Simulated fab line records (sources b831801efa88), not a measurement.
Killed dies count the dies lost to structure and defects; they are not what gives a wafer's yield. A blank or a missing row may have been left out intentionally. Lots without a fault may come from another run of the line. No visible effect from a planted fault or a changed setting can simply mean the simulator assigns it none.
fab line records + flow gf180mcu
record
- lots=14
- wafers=42
- lastDay=34
route steps=602 shown M3@412 V3@434 M4@456
lots with no fault: from the same line, run without faults
startH: hours from the record's first day to the start of the lot's first wafer shown + waitH: how many hours have passed since the lot's step before this one + " repeats the value in the row above + L1.1+2: one row covering several wafers at once + - no value present, or no start provided + * or withheld: withheld + < > ~ a bound
route shown NAME@n: a module of which the file shows steps, and the number in the route of the first + usual: average and standard deviation across the fault-free wafers + same: alike in all rows + chamber/n: place in a boat + sites: the reading at each site + _std_site: standard deviation across them + _edge_site: outer sites' mean less inner sites' + radiusMm: how far each site lies from the wafer's centre + mask NAME#n: copy n + behind: the most recent tool/chamber to have shaped the wafer + hold: what put the lot on hold/how long, in hours/how the hold closed + device: which transistor (n, p or np) failed to switch + end of line: tests run on the same wafers once the route is complete + for a step that has no rows: nothing shown but its recipe + killed: the dies lost at the first sort to structure and to defects; this is not the yield of the wafer + map: the dies of a wafer, with x for killed, . for not killed, _ for no die there
set.NAME: the setting as run; set.NAME@STEP: as run at that earlier step + model.NAME: the simulator's own value behind a step, which no gauge read
route steps across a sampled set of lots; one table per step, one row per wafer
services: when a tool's chamber went out of use (startH, in hours from the record's first day, below 0 if earlier), for how many hours, and the reason
## steps
# step GF_M3_SPUTTER_03
# recipe
- material=Ti
- targetThkNm=10
- substrateTempC=300
- chamberPressurePa=0.3
- powerW=3000
- timeS=6.7
# usual
- throttleValvePct=30.3/0.67
| lot.wafer | tool          | chamber | startH | waitH | throttleValvePct |
|-----------|---------------|---------|--------|-------|------------------|
| L640.1    | pvdSputter-01 | -       | 480.07 | 0.0   | 30.1             |
| L640.3    | "             | -       | "      | "     | 30.0             |
| L640.5    | "             | -       | "      | "     | 30.3             |
| L641.1    | pvdSputter-04 | -       | 484.07 | 0.0   | 30.0             |
| L641.4    | "             | -       | "      | "     | 30.0             |
| L641.6    | "             | -       | "      | "     | 30.6             |
| L642.1    | pvdSputter-04 | -       | 490.32 | 0.0   | 30.0             |
| L642.3    | "             | -       | "      | "     | 29.8             |
| L642.4    | "             | -       | "      | "     | 30.6             |
| L643.3    | pvdSputter-03 | -       | 504.19 | 0.0   | 30.8             |
| L643.4    | "             | -       | "      | "     | 30.3             |
| L643.5    | "             | -       | "      | "     | 30.0             |
| L645.3    | pvdSputter-01 | -       | 526.85 | 0.0   | 30.0             |
| L645.5    | "             | -       | "      | "     | 30.3             |
| L645.6    | "             | -       | "      | "     | 32.5             |
| L649.1    | pvdSputter-04 | -       | 557.44 | 0.0   | 30.7             |
| L649.2    | "             | -       | "      | "     | 30.3             |
| L649.6    | "             | -       | "      | "     | 30.6             |
| L650.1    | pvdSputter-01 | -       | 560.92 | 0.0   | 29.5             |
| L650.3    | "             | -       | "      | "     | 30.1             |
| L650.6    | "             | -       | "      | "     | 30.2             |
| L652.1    | pvdSputter-04 | -       | 578.89 | 0.0   | 29.8             |
| L652.5    | "             | -       | "      | "     | 30.5             |
| L652.6    | "             | -       | "      | "     | 29.9             |
| L656.2    | pvdSputter-03 | -       | 608.34 | 0.0   | 30.7             |
| L656.4    | "             | -       | "      | "     | 30.4             |
| L656.5    | "             | -       | "      | "     | 30.3             |
| L657.1    | pvdSputter-04 | -       | 622.44 | 0.0   | 29.8             |
| L657.2    | "             | -       | "      | "     | 30.1             |
| L657.3    | "             | -       | "      | "     | 30.5             |
| L659.1    | pvdSputter-01 | -       | 629.70 | 0.0   | 32.5             |
| L659.2    | "             | -       | "      | "     | 30.0             |
| L659.3    | "             | -       | "      | "     | 29.4             |
| L660.1    | pvdSputter-03 | -       | 633.90 | 0.0   | 30.2             |
| L660.4    | "             | -       | "      | "     | 29.4             |
| L660.6    | "             | -       | "      | "     | 30.7             |
| L661.1    | pvdSputter-04 | -       | 647.15 | 0.0   | 30.7             |
| L661.2    | "             | -       | "      | "     | 29.9             |
| L661.3    | "             | -       | "      | "     | 30.4             |
| L662.1    | pvdSputter-04 | -       | 651.14 | 0.0   | 30.5             |
| L662.3    | "             | -       | "      | "     | 30.0             |
| L662.4    | "             | -       | "      | "     | 29.7             |
# step GF_V3_BOW_MEAS_05
# recipe
- mode=bow
# usual
- V3_BOW=115/8.9
| lot.wafer | tool         | chamber | startH | waitH | V3_BOW[um] |
|-----------|--------------|---------|--------|-------|------------|
| L640.1    | filmMetro-02 | -       | 504.88 | 0.1   | 123        |
| L640.3    | "            | -       | "      | "     | 112        |
| L640.5    | "            | -       | "      | "     | 121        |
| L641.1    | filmMetro-02 | -       | 509.39 | 0.2   | 130        |
| L641.4    | "            | -       | "      | "     | 125        |
| L641.6    | "            | -       | "      | "     | 117        |
| L642.1    | filmMetro-04 | -       | 514.85 | 0.2   | 119        |
| L642.3    | "            | -       | "      | "     | 122        |
| L642.4    | "            | -       | "      | "     | 110        |
| L643.3    | filmMetro-02 | -       | 528.23 | 0.3   | 117        |
| L643.4    | "            | -       | "      | "     | 105        |
| L643.5    | "            | -       | "      | "     | 107        |
| L645.3    | filmMetro-02 | -       | 550.81 | 0.2   | 112        |
| L645.5    | "            | -       | "      | "     | 117        |
| L645.6    | "            | -       | "      | "     | 125        |
| L649.1    | filmMetro-01 | -       | 580.73 | 0.2   | 105        |
| L649.2    | "            | -       | "      | "     | 100        |
| L649.6    | "            | -       | "      | "     | 101        |
| L650.1    | filmMetro-04 | -       | 584.03 | 0.2   | 132        |
| L650.3    | "            | -       | "      | "     | 133        |
| L650.6    | "            | -       | "      | "     | 129        |
| L652.1    | filmMetro-01 | -       | 601.33 | 0.2   | 119        |
| L652.5    | "            | -       | "      | "     | 118        |
| L652.6    | "            | -       | "      | "     | 109        |
| L656.2    | filmMetro-01 | -       | 630.36 | 0.2   | 126        |
| L656.4    | "            | -       | "      | "     | 112        |
| L656.5    | "            | -       | "      | "     | 114        |
| L657.1    | filmMetro-01 | -       | 643.92 | 0.1   | 117        |
| L657.2    | "            | -       | "      | "     | 121        |
| L657.3    | "            | -       | "      | "     | 115        |
| L659.1    | filmMetro-01 | -       | 651.35 | 0.2   | 127        |
| L659.2    | "            | -       | "      | "     | 121        |
| L659.3    | "            | -       | "      | "     | 112        |
| L660.1    | filmMetro-04 | -       | 655.33 | 0.1   | 120        |
| L660.4    | "            | -       | "      | "     | 115        |
| L660.6    | "            | -       | "      | "     | 122        |
| L661.1    | filmMetro-02 | -       | 666.59 | 0.2   | 115        |
| L661.2    | "            | -       | "      | "     | 124        |
| L661.3    | "            | -       | "      | "     | 103        |
| L662.1    | filmMetro-02 | -       | 671.85 | 0.2   | 114        |
| L662.3    | "            | -       | "      | "     | 108        |
| L662.4    | "            | -       | "      | "     | 109        |
# step GF_V3_ETCH_17
# recipe
- chemistry=C4F8/O2/Ar
- maskMaterial=KrF
- target=SiO2
- stopOn=TiN
- sourceW=1500
- biasW=1200
- pressureMtorr=40
- c4f8FlowSccm=withheld
- O2_flow_sccm=6
- Ar_flow_sccm=300
- timeS=withheld
- targetDepthA=6350
# usual
- biasW=1200/3.5
- chamberPressureMTorr=40.00/0.034
- oesProductAu=0.856/0.0047
| lot.wafer | tool       | chamber | startH | waitH | biasW | chamberPressureMTorr | oesProductAu |
|-----------|------------|---------|--------|-------|-------|----------------------|--------------|
| L640.1    | rieDiel-03 | 2       | 528    | -     | 1196  | 39.99                | 0.845        |
| L640.3    | "          | 1       | "      | "     | 1197  | 39.93                | 0.858        |
| L640.5    | "          | 0       | "      | "     | 1198  | 40.04                | 0.855        |
| L641.1    | rieDiel-04 | 1       | 532    | -     | 1200  | 40.03                | 0.863        |
| L641.4    | "          | 3       | "      | "     | 1209  | 39.97                | 0.853        |
| L641.6    | "          | 1       | "      | "     | 1201  | 39.96                | 0.860        |
| L642.1    | rieDiel-04 | 3       | 537    | -     | 1198  | 39.92                | 0.850        |
| L642.3    | "          | 2       | "      | "     | 1198  | 39.98                | 0.855        |
| L642.4    | "          | 1       | "      | "     | 1207  | 39.95                | 0.856        |
| L643.3    | rieDiel-02 | 2       | 550    | -     | 1194  | 40.01                | 0.861        |
| L643.4    | "          | 3       | "      | "     | 1200  | 40.07                | 0.853        |
| L643.5    | "          | 0       | "      | "     | 1201  | 40.01                | 0.857        |
| L645.3    | rieDiel-04 | 0       | 572    | -     | 1203  | 40.04                | 0.856        |
| L645.5    | "          | 1       | "      | "     | 1197  | 40.02                | 0.850        |
| L645.6    | "          | 0       | "      | "     | 1199  | 40.01                | 0.858        |
| L649.1    | rieDiel-03 | 2       | 601    | -     | 1202  | 40.00                | 0.851        |
| L649.2    | "          | 1       | "      | "     | 1199  | 39.97                | 0.857        |
| L649.6    | "          | 1       | "      | "     | 1203  | 40.01                | 0.864        |
| L650.1    | rieDiel-04 | 2       | 605    | -     | 1194  | 40.03                | 0.860        |
| L650.3    | "          | 0       | "      | "     | 1194  | 39.96                | 0.853        |
| L650.6    | "          | 3       | "      | "     | 1198  | 39.99                | 0.848        |
| L652.1    | rieDiel-02 | 3       | 622    | -     | 1200  | 39.99                | 0.854        |
| L652.5    | "          | 2       | "      | "     | 1199  | 39.97                | 0.861        |
| L652.6    | "          | 1       | "      | "     | 1200  | 39.99                | 0.857        |
| L656.2    | rieDiel-04 | 3       | 650    | -     | -     | -                    | -            |
| L656.4    | "          | 1       | "      | "     | -     | -                    | -            |
| L656.5    | "          | 1       | "      | "     | -     | -                    | -            |
| L657.1    | rieDiel-04 | 1       | 663    | -     | -     | -                    | -            |
| L657.2    | "          | 3       | "      | "     | -     | -                    | -            |
| L657.3    | "          | 0       | "      | "     | -     | -                    | -            |
| L659.1    | rieDiel-02 | 3       | 671    | -     | 1195  | 40.03                | 0.848        |
| L659.2    | "          | 0       | "      | "     | 1195  | 40.01                | 0.859        |
| L659.3    | "          | 1       | "      | "     | 1203  | 40.06                | 0.852        |
| L660.1    | rieDiel-04 | 0       | 673    | -     | 1203  | 40.04                | 0.859        |
| L660.4    | "          | 1       | "      | "     | 1192  | 39.98                | 0.855        |
| L660.6    | "          | 1       | "      | "     | 1192  | 40.01                | 0.859        |
| L661.1    | rieDiel-02 | 2       | 685    | -     | 1197  | 39.99                | 0.844        |
| L661.2    | "          | 0       | "      | "     | 1205  | 40.02                | 0.858        |
| L661.3    | "          | 3       | "      | "     | 1198  | 39.96                | 0.847        |
| L662.1    | rieDiel-04 | 3       | 690    | -     | 1202  | 40.02                | 0.849        |
| L662.3    | "          | 1       | "      | "     | 1196  | 40.00                | 0.861        |
| L662.4    | "          | 2       | "      | "     | 1203  | 40.01                | 0.853        |
# step GF_V3_STRIP_18
# recipe
- chemistry=O2/N2
- powerW=1400
- pressureMtorr=1500
- platenTempC=250
- o2FlowSccm=3000
- n2FlowSccm=300
- overashFraction=0.5
# usual
- drypumpMotorCurrentA=6.2/0.35
- heaterPowerW=359/28
- oesProductAu=0.593/0.0048
# same
- overashFraction=0.5
| lot.wafer | tool           | chamber | startH | waitH | drypumpMotorCurrentA | heaterPowerW | oesProductAu | rfHoursCounterH |
|-----------|----------------|---------|--------|-------|----------------------|--------------|--------------|-----------------|
| L640.1    | plasmaAsher-02 | 1       | 528.22 | -     | 5.8                  | 398          | 0.582        | 88              |
| L640.3    | "              | 1       | "      | "     | 5.8                  | 409          | 0.589        | -               |
| L640.5    | "              | 0       | "      | "     | 5.6                  | 387          | 0.589        | -               |
| L641.1    | plasmaAsher-01 | 1       | 532.92 | -     | 6.2                  | 346          | 0.591        | 45              |
| L641.4    | "              | 1       | "      | "     | 6.2                  | 342          | 0.591        | -               |
| L641.6    | "              | 0       | "      | "     | 6.6                  | 335          | 0.593        | -               |
| L642.1    | plasmaAsher-01 | 0       | 537.92 | -     | 6.6                  | 331          | 0.594        | 45              |
| L642.3    | "              | 0       | "      | "     | 6.6                  | 335          | 0.594        | -               |
| L642.4    | "              | 1       | "      | "     | 6.2                  | 331          | 0.591        | -               |
| L643.3    | plasmaAsher-02 | 0       | 550.89 | -     | 5.6                  | 384          | 0.596        | -               |
| L643.4    | "              | 1       | "      | "     | 5.8                  | 407          | 0.603        | -               |
| L643.5    | "              | 0       | "      | "     | 5.6                  | 394          | 0.594        | -               |
| L645.3    | plasmaAsher-01 | 1       | 572.84 | -     | 6.2                  | 342          | 0.599        | -               |
| L645.5    | "              | 0       | "      | "     | 6.6                  | 340          | 0.595        | -               |
| L645.6    | "              | 1       | "      | "     | 6.2                  | 348          | 0.593        | -               |
| L649.1    | plasmaAsher-04 | 0       | 601.87 | -     | 6.3                  | 335          | 0.586        | 17              |
| L649.2    | "              | 1       | "      | "     | 6.6                  | 364          | 0.598        | 17              |
| L649.6    | "              | 1       | "      | "     | 6.6                  | 368          | 0.596        | -               |
| L650.1    | plasmaAsher-04 | 0       | 605.87 | -     | 6.3                  | 329          | 0.594        | 18              |
| L650.3    | "              | 1       | "      | "     | 6.6                  | 368          | 0.602        | -               |
| L650.6    | "              | 1       | "      | "     | 6.5                  | 373          | 0.587        | -               |
| L652.1    | plasmaAsher-04 | 0       | 622.31 | -     | 6.3                  | 342          | 0.591        | 20              |
| L652.5    | "              | 1       | "      | "     | 6.6                  | 365          | 0.595        | -               |
| L652.6    | "              | 0       | "      | "     | 6.3                  | 333          | 0.593        | -               |
| L656.2    | plasmaAsher-02 | 1       | 650.62 | -     | 5.8                  | 417          | 0.670        | 98              |
| L656.4    | "              | 0       | "      | "     | 5.6                  | 394          | 0.669        | -               |
| L656.5    | "              | 0       | "      | "     | 5.6                  | 399          | 0.666        | -               |
| L657.1    | plasmaAsher-02 | 0       | 663.67 | -     | 5.6                  | 394          | 0.672        | 100             |
| L657.2    | "              | 1       | "      | "     | 5.8                  | 413          | 0.666        | 100             |
| L657.3    | "              | 0       | "      | "     | 5.6                  | 393          | 0.665        | -               |
| L659.1    | plasmaAsher-01 | 0       | 671.40 | -     | 6.6                  | 338          | 0.595        | 58              |
| L659.2    | "              | 1       | "      | "     | 6.2                  | 345          | 0.589        | 58              |
| L659.3    | "              | 0       | "      | "     | 6.6                  | 332          | 0.598        | -               |
| L660.1    | plasmaAsher-04 | 1       | 673.72 | -     | 6.6                  | 366          | 0.594        | 26              |
| L660.4    | "              | 0       | "      | "     | 6.3                  | 328          | 0.595        | -               |
| L660.6    | "              | 1       | "      | "     | 6.6                  | 362          | 0.588        | -               |
| L661.1    | plasmaAsher-04 | 1       | 685.70 | -     | 6.6                  | 357          | 0.586        | 27              |
| L661.2    | "              | 0       | "      | "     | 6.3                  | 328          | 0.602        | 27              |
| L661.3    | "              | 0       | "      | "     | 6.3                  | 331          | 0.590        | -               |
| L662.1    | plasmaAsher-02 | 0       | 690.35 | -     | 5.6                  | 390          | 0.597        | 103             |
| L662.3    | "              | 0       | "      | "     | 5.6                  | 388          | 0.593        | -               |
| L662.4    | "              | 1       | "      | "     | 5.8                  | 406          | 0.592        | -               |
# step GF_M4_SPUTTER_00
# recipe
- material=Ti
- targetThkNm=37.5
- arrivingIonEnergyEv=80
- substrateTempC=200
- chamberPressurePa=2
- powerW=4000
- timeS=150
# usual
- throttleValvePct=30.2/0.68
| lot.wafer | tool          | chamber | startH | waitH | throttleValvePct |
|-----------|---------------|---------|--------|-------|------------------|
| L640.1    | pvdSputter-04 | -       | 529.55 | 0.1   | 30.0             |
| L640.3    | "             | -       | "      | "     | 29.9             |
| L640.5    | "             | -       | "      | "     | 30.3             |
| L641.1    | pvdSputter-02 | -       | 534.15 | 0.1   | 30.0             |
| L641.4    | "             | -       | "      | "     | 31.6             |
| L641.6    | "             | -       | "      | "     | 29.7             |
| L642.1    | pvdSputter-02 | -       | 539.15 | 0.2   | 29.3             |
| L642.3    | "             | -       | "      | "     | 31.3             |
| L642.4    | "             | -       | "      | "     | 30.2             |
| L643.3    | pvdSputter-01 | -       | 552.20 | 0.1   | 29.2             |
| L643.4    | "             | -       | "      | "     | 32.1             |
| L643.5    | "             | -       | "      | "     | 30.2             |
| L645.3    | pvdSputter-01 | -       | 574.17 | 0.1   | 29.3             |
| L645.5    | "             | -       | "      | "     | 30.0             |
| L645.6    | "             | -       | "      | "     | 29.4             |
| L649.1    | pvdSputter-04 | -       | 603.10 | 0.2   | 30.2             |
| L649.2    | "             | -       | "      | "     | 30.4             |
| L649.6    | "             | -       | "      | "     | 29.9             |
| L650.1    | pvdSputter-04 | -       | 607.21 | 0.2   | 30.2             |
| L650.3    | "             | -       | "      | "     | 29.9             |
| L650.6    | "             | -       | "      | "     | 30.1             |
| L652.1    | pvdSputter-02 | -       | 623.54 | 0.1   | 29.6             |
| L652.5    | "             | -       | "      | "     | 31.6             |
| L652.6    | "             | -       | "      | "     | 29.9             |
| L659.1    | pvdSputter-04 | -       | 672.63 | 0.2   | 30.6             |
| L659.2    | "             | -       | "      | "     | 30.1             |
| L659.3    | "             | -       | "      | "     | 29.9             |
| L660.1    | pvdSputter-04 | -       | 675.18 | 0.1   | 30.1             |
| L660.4    | "             | -       | "      | "     | 30.9             |
| L660.6    | "             | -       | "      | "     | 29.7             |
| L661.1    | pvdSputter-02 | -       | 686.94 | 0.1   | 30.1             |
| L661.2    | "             | -       | "      | "     | 29.0             |
| L661.3    | "             | -       | "      | "     | 31.2             |
| L662.1    | pvdSputter-04 | -       | 691.62 | 0.1   | 29.9             |
| L662.3    | "             | -       | "      | "     | 30.4             |
| L662.4    | "             | -       | "      | "     | 30.5             |
## services
| tool           | chamber | startH | hours | kind   |
|----------------|---------|--------|-------|--------|
| rieDiel-02     | -       | 480.29 | 0.1   | repair |
| pvdSputter-02  | -       | 499.30 | 2.0   | repair |
| pvdSputter-04  | -       | 500.69 | 0.9   | repair |
| rieDiel-04     | 3       | 521.63 | 5.3   | repair |
| plasmaAsher-01 | -       | 528.53 | 1.3   | repair |
| rieDiel-04     | 0       | 528.81 | 12.8  | repair |
| plasmaAsher-01 | -       | 534.51 | 2.8   | pm     |
| pvdSputter-01  | -       | 536.18 | 1.1   | repair |
| rieDiel-04     | 3       | 539.69 | 4.8   | repair |
| pvdSputter-01  | -       | 543.70 | 4.9   | repair |
| rieDiel-04     | 0       | 557.96 | 1.7   | repair |
| rieDiel-02     | 1       | 560.52 | 19.2  | repair |
| plasmaAsher-02 | -       | 569.62 | 0.6   | repair |
| plasmaAsher-01 | -       | 576.22 | 1.0   | repair |
| pvdSputter-01  | -       | 581.14 | 27.6  | repair |
| plasmaAsher-02 | -       | 599.28 | 10.0  | pm     |
| plasmaAsher-01 | -       | 601.26 | 0.9   | repair |
| plasmaAsher-02 | -       | 624.53 | 14.2  | pm     |
| plasmaAsher-01 | -       | 643.54 | 19.6  | repair |
| pvdSputter-01  | -       | 644.27 | 8.1   | repair |
| plasmaAsher-01 | -       | 653.60 | 12.7  | repair |
| pvdSputter-04  | -       | 678.48 | 3.4   | repair |
| rieDiel-02     | 2       | 687.21 | 16.8  | repair |
| rieDiel-04     | 0       | 688.33 | 12.8  | repair |
## key
firstSign
- step=GF_V3_ETCH_17
- reading=toolRecord
- direction=missing
effect
- step=GF_V3_STRIP_18
- reading=oesProductAu
- direction=up
- sigmas=16
- usual=0.593
- struck=0.668
- through=controlLoop
metAt GF_V3_ETCH_17
struckLots L656,L657
laterRowsLeftOut L656.2,L656.4,L656.5,L657.1,L657.2,L657.3
sortLeftOut L656.2,L656.4,L656.5,L657.1,L657.2,L657.3
loopTrim
- step=GF_V3_EXPOSE_11
- setting=dose
- lots=L657
notActingAt GF_M3_SPUTTER_03,GF_V3_BOW_MEAS_05,GF_M4_SPUTTER_00
onsetBetween 605 650
fault
- kind=skippedStepWhole
- tool=rieDiel-04
- chamber=-
- onsetH=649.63
- steps=GF_V3_ETCH_17
- scope=struckLotsOnly
# sortLeftOut: the simulated sort isn't trusted on such a fault, so these wafers' sort isn't shown, and their yield isn't known
# laterRowsLeftOut: the simulator's readings of these wafers behind a module that went badly wrong aren't trusted and aren't shown, but for the sort
# loopTrim: a control loop set the setting to another value than it would have without faults
